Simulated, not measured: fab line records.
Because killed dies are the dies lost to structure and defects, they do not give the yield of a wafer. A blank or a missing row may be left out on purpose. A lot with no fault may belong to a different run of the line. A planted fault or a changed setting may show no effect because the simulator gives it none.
Matching of chambers | flow sky130 | 4 sister chambers for SKY_VIA2_ETCH_14 on rieDiel-01
The step etches BARC in N2/H2, stops on SiO2, time 45.9 s, target depth 60 nm. 4 wafers are shown with their chamber, then 7 later ones without.

WAFERS PAIRED WITH THEIR CHAMBERS
wafer  | chamber | drypumpMotorCurrentA (A)
L261.1 | 3       | 5.5
L266.4 | 0       | 5.5
L265.1 | 2       | 4.9
L265.2 | 1       | 5.8

WAFERS WITH NO CHAMBER GIVEN
wafer  | drypumpMotorCurrentA (A)
L265.5 | 4.9
L269.3 | 4.9
L269.4 | 5.5
L269.6 | 5.4
L271.2 | 4.9
L271.3 | 5.4
L271.4 | 5.5

CHAMBER TAKEN BY EACH
wafer  | from the rows above     | in truth
L265.5 | 2                       | 2
L269.3 | 2                       | 2
L269.4 | can't be placed: 0 or 3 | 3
L269.6 | can't be placed: 0 or 3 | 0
L271.2 | 2                       | 2
L271.3 | can't be placed: 0 or 3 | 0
L271.4 | can't be placed: 0 or 3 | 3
Correct placement for 3 of the 7. Can't be placed from these rows: 4 (the true chamber is among the candidates in 4). Wrongly placed: 0.
How it was worked out, from the rows above alone: a wafer's distance from a chamber is the root of the sum, over the readings, of the square of ((its reading less the chamber's mean) divided by the reading's scatter). If the next closest chamber is less than 2 further off than the closest, the wafer can't be placed; otherwise it belongs to the closest. The mean given for a chamber averages the wafers shown for that chamber. The scatter: with one shown wafer a chamber, the root of the mean of the squares of how far each hidden wafer lies from its nearest shown one.
